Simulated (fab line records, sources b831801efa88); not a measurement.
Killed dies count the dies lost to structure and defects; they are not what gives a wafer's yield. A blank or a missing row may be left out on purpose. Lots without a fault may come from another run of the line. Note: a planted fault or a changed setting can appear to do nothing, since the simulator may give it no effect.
The tool behind it: which one? + flow gf180mcu + 37 wafers from 13 lots sampled at 5 of the route's 602 steps

== WHAT THE GAUGES READ, wafer by wafer ==
GF_LVPWELL_TW_MEAS_11.
| lot  | measured    | on            | LVPWELL_TW  |
|------|-------------|---------------|-------------|
| L251 | day 4 05:13 | film metro-03 | 555 557 558 |
| L252 | day 4 09:45 | film metro-03 | 555 558 553 |
| L253 | day 4 14:19 | film metro-01 | 575 575 574 |
| L254 | day 4 19:54 | film metro-03 | 557 558 560 |
| L256 | day 5 07:09 | film metro-04 | 560 562 558 |
| L257 | day 5 16:59 | film metro-03 | 551 552 557 |
| L259 | day 6 00:34 | film metro-04 | 553 554 554 |
| L265 | day 7 09:36 | film metro-01 | 602 577     |
| L266 | day 7 13:33 | film metro-01 | 604 605     |
| L268 | day 8 07:03 | film metro-03 | 583 559 556 |
| L272 | day 9 02:24 | film metro-01 | 576 570 574 |
| L271 | day 9 03:07 | film metro-01 | 575 573 575 |
| L273 | day 9 07:06 | film metro-04 | 559 561 558 |

GF_MVPSD_OVL_MEAS_07.
| lot  | measured     | on         | MVPSD_OVL (nm) |
|------|--------------|------------|----------------|
| L251 | day 5 08:53  | overlay-01 | -1.2 -2.7 0.9  |
| L252 | day 5 12:35  | overlay-02 | -2.0 -2.5 -1.1 |
| L253 | day 5 18:26  | overlay-01 | 1.4 -0.8 -1.0  |
| L254 | day 5 23:29  | overlay-01 | 0.1 -1.0 -1.0  |
| L256 | day 6 12:44  | overlay-02 | -2.0 -1.8 -2.6 |
| L257 | day 6 23:06  | overlay-02 | -1.8 -3.5 -1.8 |
| L259 | day 7 06:43  | overlay-02 | -0.2 -0.5 -0.4 |
| L265 | day 8 18:41  | overlay-02 | 0.3 2.1        |
| L266 | day 8 22:53  | overlay-02 | 0.2 0.7        |
| L268 | day 9 17:47  | overlay-02 | 1.7 0.8 1.1    |
| L272 | day 10 13:32 | overlay-02 | 1.8 -0.5 -2.4  |
| L271 | day 10 13:54 | overlay-02 | -1.6 -0.8 -1.8 |
| L273 | day 10 19:07 | overlay-02 | -0.2 2.0 0.0   |

GF_VT_IMPLANT_RS_MEAS_48: the measuring method here is four-point-probe.
| lot  | measured     | on            | LVPWELL_RS (ohm/sq)  |
|------|--------------|---------------|----------------------|
| L251 | day 7 21:04  | film metro-04 | 1196.5 1198.5 1198.7 |
| L252 | day 8 03:15  | film metro-01 | 1200.6 1198.8 1197.5 |
| L253 | day 8 10:26  | film metro-03 | 1196.5 1196.1 1194.5 |
| L254 | day 8 15:41  | film metro-03 | 1192.4 1194.2 1192.0 |
| L256 | day 9 07:03  | film metro-01 | 1201.6 1199.7 1198.8 |
| L257 | day 9 19:16  | film metro-04 | 1197.1 1197.5 1196.0 |
| L259 | day 10 04:05 | film metro-01 | 1199.5 1200.1 1200.1 |
| L265 | day 11 20:16 | film metro-03 | 1090.0 1199.4        |
| L266 | day 12 00:55 | film metro-01 | 1092.3 1089.0        |
| L268 | day 12 22:13 | film metro-03 | 1087.8 1197.2 1194.5 |
| L272 | day 13 20:07 | film metro-03 | 1198.5 1197.1 1193.5 |
| L271 | day 13 20:17 | film metro-01 | 1196.5 1196.2 1197.5 |
| L273 | day 14 03:21 | film metro-01 | 1196.5 1196.4 1198.0 |

GF_HV_LDD_THK_MEAS_57.
| lot  | measured     | on            | HV_LDD_CVD_56_THK (nm) |
|------|--------------|---------------|------------------------|
| L251 | day 13 00:24 | film metro-04 | 90.6 91.0 90.2         |
| L252 | day 13 05:57 | film metro-04 | 91.6 90.4 91.2         |
| L253 | day 13 17:13 | film metro-03 | 91.6 91.4 91.4         |
| L254 | day 13 22:39 | film metro-01 | 90.2 90.7 91.4         |
| L256 | day 14 14:39 | film metro-01 | 90.5 90.1 90.3         |
| L257 | day 15 05:28 | film metro-01 | 89.8 90.6 89.7         |
| L259 | day 15 19:22 | film metro-03 | 89.1 89.7 89.4         |
| L265 | day 17 16:06 | film metro-01 | 90.7 90.2              |
| L266 | day 17 22:42 | film metro-03 | 90.7 91.4              |
| L268 | day 19 01:24 | film metro-04 | 89.5 90.4 90.3         |
| L272 | day 20 00:41 | film metro-01 | 89.6 89.0 90.9         |
| L271 | day 20 03:29 | film metro-03 | 90.3 91.2 90.9         |
| L273 | day 20 10:35 | film metro-01 | 91.1 90.3 90.6         |

== EACH LOT AND THE TOOL THAT RAN IT (in order: tool; ch and the chambers of the sampled wafers; start) ==
| lot  | GF_LVPWELL_IMPLANT_08          |
|------|--------------------------------|
| L251 | implanter-02 ch 0, day 4 04:49 |
| L252 | implanter-02 ch 0, day 4 09:21 |
| L253 | implanter-02 ch 0, day 4 13:55 |
| L254 | implanter-02 ch 0, day 4 19:30 |
| L256 | implanter-02 ch 0, day 5 06:45 |
| L257 | implanter-02 ch 0, day 5 16:36 |
| L259 | implanter-01 ch 0, day 6 00:11 |
| L265 | implanter-02 ch 0, day 7 09:12 |
| L266 | implanter-02 ch 0, day 7 13:09 |
| L268 | implanter-02 ch 0, day 8 06:39 |
| L272 | implanter-01 ch 0, day 9 02:00 |
| L271 | implanter-03 ch 0, day 9 02:43 |
| L273 | implanter-03 ch 0, day 9 06:42 |
- GF_LVPWELL_IMPLANT_08

== AS READ BY THE TOOLS THEMSELVES (means over the sampled wafers that have a number; for cases with no such wafer, the mark the record gives instead) ==
GF_LVPWELL_IMPLANT_08.
| lot  | tool         | beam on s (s) | faraday current uA |
|------|--------------|---------------|--------------------|
| L251 | implanter-02 | 10.02         | 84.3               |
| L252 | implanter-02 | 9.89          | 85.6               |
| L253 | implanter-02 | 10.20         | 82.8               |
| L254 | implanter-02 | 10.14         | 83.3               |
| L256 | implanter-02 | 10.04         | 84.3               |
| L257 | implanter-02 | 10.04         | 84.2               |
| L259 | implanter-01 | 9.76          | 86.8               |
| L265 | implanter-02 | 11.14         | 76.5               |
| L266 | implanter-02 | 11.66         | 72.2               |
| L268 | implanter-02 | 10.82         | 78.7               |
| L272 | implanter-01 | 10.09         | 83.8               |
| L271 | implanter-03 | 9.99          | 84.7               |
| L273 | implanter-03 | 9.87          | 85.8               |

== THE ANSWER, worked out from the rows above alone ==
Rule: usual is defined by the lots themselves. The widest of any qualifying gaps counts: lots, ordered by their means at a reading, are off when they make up no more than a third of the lots, leave a main group of 4 or more, and stand apart from it by 3 or more times the standard deviation of that group's means. If all means in a main group match to the digits the tables above print for the reading, that group is not used. A lot without any number at a reading at which 4 lots or more have one is off too. The other lots that the step has rows for count as sound. The gauges are gone through in route order, then the tools' own readings, and for those a lot's mean is taken as printed above. The first step at which some lot is off is used, and at that step the reading that is off furthest; a lot without a number counts as furthest.
Off: L265, L266, L268, seen at GF_VT_IMPLANT_RS_MEAS_48 (LVPWELL_RS). The main group: mean 1197.2 ohm/sq, standard deviation 2.
A tool fits if, at a process step before that reading, it ran every lot that is off, and no sound lot after the first of them. Not tried: the gauges at GF_VT_IMPLANT_RS_MEAS_48; whatever is off there is also off at GF_LVPWELL_IMPLANT_08, on other tools, and gauge error can't account for it. One fits: GF_LVPWELL_IMPLANT_08 on implanter-02. A fault onset in the window from L257 (day 5 16:36, its last sound lot) to L265 (day 7 09:12, its first lot off) fits.
The tool's own readings at GF_LVPWELL_IMPLANT_08 bear it out: on the lots that are off they differ by more than 5 times the standard deviation of the sound lots' means. beam on s reads 11.21 s there against 10.00 s on the sound lots; faraday current uA reads 75.8 there against 84.6 on the sound lots.

== WHAT WAS PUT IN BY THE SIMULATOR ==
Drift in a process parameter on implanter-02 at GF_LVPWELL_IMPLANT_08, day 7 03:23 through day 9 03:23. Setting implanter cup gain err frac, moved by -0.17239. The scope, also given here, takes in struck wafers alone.
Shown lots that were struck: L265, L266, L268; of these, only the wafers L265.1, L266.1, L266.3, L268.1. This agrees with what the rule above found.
